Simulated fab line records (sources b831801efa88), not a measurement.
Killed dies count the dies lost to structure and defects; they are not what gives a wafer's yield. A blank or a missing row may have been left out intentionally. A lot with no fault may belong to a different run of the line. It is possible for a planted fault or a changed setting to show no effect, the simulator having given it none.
Which tool is to blame? | flow sky130 | 13 lots, 39 wafers sampled, at 4 steps of a route of 708

## WHAT THE GAUGES READ, wafer by wafer
SKY_METAL4_OVL_MEAS_14.
lot  | measured     | on         | METAL4_OVL (nm)
L242 | day 42 03:55 | overlay-02 | -5 0 -11
L248 | day 43 23:37 | overlay-02 | 3 5 7
L250 | day 44 01:25 | overlay-02 | -5 1 -2
L249 | day 44 02:12 | overlay-02 | -3 1 -1
L251 | day 44 13:52 | overlay-01 | -1 4 7
L253 | day 44 20:07 | overlay-02 | 8 -7 -1
L252 | day 44 21:39 | overlay-01 | -1 1 1
L254 | day 45 00:40 | overlay-01 | -8 1 5
L255 | day 45 15:52 | overlay-02 | 6 9 1
L256 | day 45 16:07 | overlay-01 | -8 -10 -6
L257 | day 45 22:06 | overlay-01 | 9 4 1
L259 | day 46 09:49 | overlay-02 | 2 -1 -3
L265 | day 48 02:01 | overlay-01 | -6 -1 -6

## TOOL THAT RAN EACH LOT (tool first, then ch and the chambers of the sampled wafers, then the start)
lot  | SKY_SD_N_IMPLANT_10             | SKY_METAL1_DESCUM_17              | SKY_VIA1_ETCH_15
L242 | implanter-01 ch 0, day 28 05:31 | rie-metal-02 ch 0,1, day 33 02:14 | rie-diel-01 ch 1,2,3, day 34 06:44
L248 | implanter-04 ch 0, day 30 12:02 | rie-metal-02 ch 0,1, day 35 06:18 | rie-diel-01 ch 2,3, day 36 09:38
L250 | implanter-02 ch 0, day 30 12:44 | rie-metal-02 ch 0,1, day 35 09:03 | rie-diel-01 ch 0,1, day 36 12:32
L249 | implanter-01 ch 0, day 30 14:35 | rie-metal-04 ch 0,1, day 35 09:10 | rie-diel-03 ch 0,1,2, day 36 12:35
L251 | implanter-04 ch 0, day 31 06:26 | rie-metal-02 ch 0,1, day 36 00:18 | rie-diel-03 ch 0,2, day 37 04:02
L253 | implanter-02 ch 0, day 31 13:31 | rie-metal-04 ch 0,1, day 36 06:41 | rie-diel-01 ch 0,1,3, day 37 10:44
L252 | implanter-04 ch 0, day 31 14:50 | rie-metal-02 ch 0,1, day 36 08:08 | rie-diel-01 ch 0,3, day 37 12:13
L254 | implanter-01 ch 0, day 31 18:17 | rie-metal-01 ch 0,1, day 36 10:26 | rie-diel-03 ch 0,3, day 37 15:07
L255 | implanter-01 ch 0, day 32 12:59 | rie-metal-02 ch 0,1, day 37 05:44 | rie-diel-01 ch 1,2, day 38 08:35
L256 | implanter-02 ch 0, day 32 14:17 | rie-metal-01 ch 0,1, day 37 06:42 | rie-diel-02 ch 0,1,3, day 38 10:31
L257 | implanter-01 ch 0, day 32 21:32 | rie-metal-04 ch 0,1, day 37 12:41 | rie-diel-03 ch 0,1, day 38 16:34
L259 | implanter-01 ch 0, day 33 14:32 | rie-metal-01 ch 0,1, day 38 06:05 | rie-diel-03 ch 0,2, day 39 08:44
L265 | implanter-02 ch 0, day 35 19:02 | rie-metal-04 ch 0,1, day 40 08:32 | rie-diel-02 ch 0,2,3, day 41 10:11
- SKY_SD_N_IMPLANT_10
- SKY_METAL1_DESCUM_17: chemistry O2, time 8 s.
- SKY_VIA1_ETCH_15: etches SiO2 in C4F8/O2/Ar, stops on TiN, target depth 351 nm, time 55.82 s.

## AS READ BY THE TOOLS THEMSELVES (means over the sampled wafers that have a number; for cases with no such wafer, the mark the record gives instead)
SKY_SD_N_IMPLANT_10.
lot  | tool         | beam-energy-keV | beam-on-s (s)
L242 | implanter-01 | 20.003          | 9.9
L248 | implanter-04 | 19.992          | 10.7
L250 | implanter-02 | 20.000          | 11.3
L249 | implanter-01 | 20.001          | 9.9
L251 | implanter-04 | 20.012          | 10.7
L253 | implanter-02 | 19.996          | 11.4
L252 | implanter-04 | 20.001          | 10.9
L254 | implanter-01 | 20.000          | 9.8
L255 | implanter-01 | 20.000          | 10.0
L256 | implanter-02 | 19.993          | 11.3
L257 | implanter-01 | 21.543          | 10.1
L259 | implanter-01 | 21.551          | 10.1
L265 | implanter-02 | 20.000          | 11.5

SKY_METAL1_DESCUM_17.
lot  | tool         | drypump-motor-current-A (A) | he-backside-leak-sccm (sccm) | oes-product-au (a.u.) | rf-fwd-power-W (W)
L242 | rie-metal-02 | 5.74                        | 3.07                         | 0.999                 | 147.1
L248 | rie-metal-02 | 5.75                        | 3.19                         | 1.010                 | 147.4
L250 | rie-metal-02 | 5.77                        | 3.21                         | 1.003                 | 147.9
L249 | rie-metal-04 | 5.35                        | 3.27                         | 0.992                 | 147.3
L251 | rie-metal-02 | 5.74                        | 3.16                         | 1.006                 | 147.1
L253 | rie-metal-04 | 5.32                        | 3.42                         | 0.985                 | 147.0
L252 | rie-metal-02 | 5.76                        | 3.72                         | 1.014                 | 146.9
L254 | rie-metal-01 | 5.22                        | 3.21                         | 1.008                 | 148.1
L255 | rie-metal-02 | 5.75                        | 3.13                         | 1.006                 | 147.3
L256 | rie-metal-01 | 5.20                        | 3.10                         | 1.007                 | 148.2
L257 | rie-metal-04 | 5.32                        | 3.16                         | 0.983                 | 146.6
L259 | rie-metal-01 | 5.20                        | 3.04                         | 0.999                 | 148.0
L265 | rie-metal-04 | 5.34                        | 3.24                         | 0.985                 | 147.2

SKY_VIA1_ETCH_15.
lot  | tool        | oes-product-au (a.u.)
L242 | rie-diel-01 | 0.983
L248 | rie-diel-01 | 0.978
L250 | rie-diel-01 | 0.972
L249 | rie-diel-03 | 0.974
L251 | rie-diel-03 | 0.976
L253 | rie-diel-01 | 0.981
L252 | rie-diel-01 | 0.985
L254 | rie-diel-03 | 0.977
L255 | rie-diel-01 | 0.972
L256 | rie-diel-02 | 0.982
L257 | rie-diel-03 | 0.973
L259 | rie-diel-03 | 0.975
L265 | rie-diel-02 | 0.981

## THE ANSWER, worked out from the rows above alone
Rule: usual is defined by the lots themselves. Put in order of their means at a reading, lots are off if they are a third of the lots or fewer, leave a main group of 4 or more, and stand apart from it by a gap of 3 or more times the standard deviation of the main group's means; of several such gaps the widest counts. Not used: any main group whose means are identical at the precision the tables above print for the reading. Also off: a lot with no number at a reading for which 4 or more lots have one. All remaining lots with rows at the step are treated as sound. The gauges are gone through in route order, then the tools' own readings, and for those a lot's mean is taken as printed above. The first step at which some lot is off is used, and at that step the reading that is off furthest; a lot without a number counts as furthest.
Off: L257, L259 (SKY_SD_N_IMPLANT_10, beam-energy-keV). For the main group the mean is 20.000 and the standard deviation 0.0051.
A tool fits if, at that step or a process step before it, it ran every lot that is off, and no sound lot after the first of them. One fits: implanter-01 at SKY_SD_N_IMPLANT_10. Its last sound lot is L255 (day 32 12:59), its first lot that is off L257 (day 32 21:32): a fault that began between those two fits.
The tool's own readings at SKY_SD_N_IMPLANT_10 bear it out: on the lots that are off they differ by more than 5 times the standard deviation of the sound lots' means. beam-energy-keV reads 21.547 there against 20.000 on the sound lots.

## WHAT THE SIMULATOR PUT IN
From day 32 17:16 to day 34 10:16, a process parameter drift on implanter-01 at SKY_SD_N_IMPLANT_10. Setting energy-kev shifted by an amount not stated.
Lots struck among those shown: L257, L259. The rule above reached the same finding.
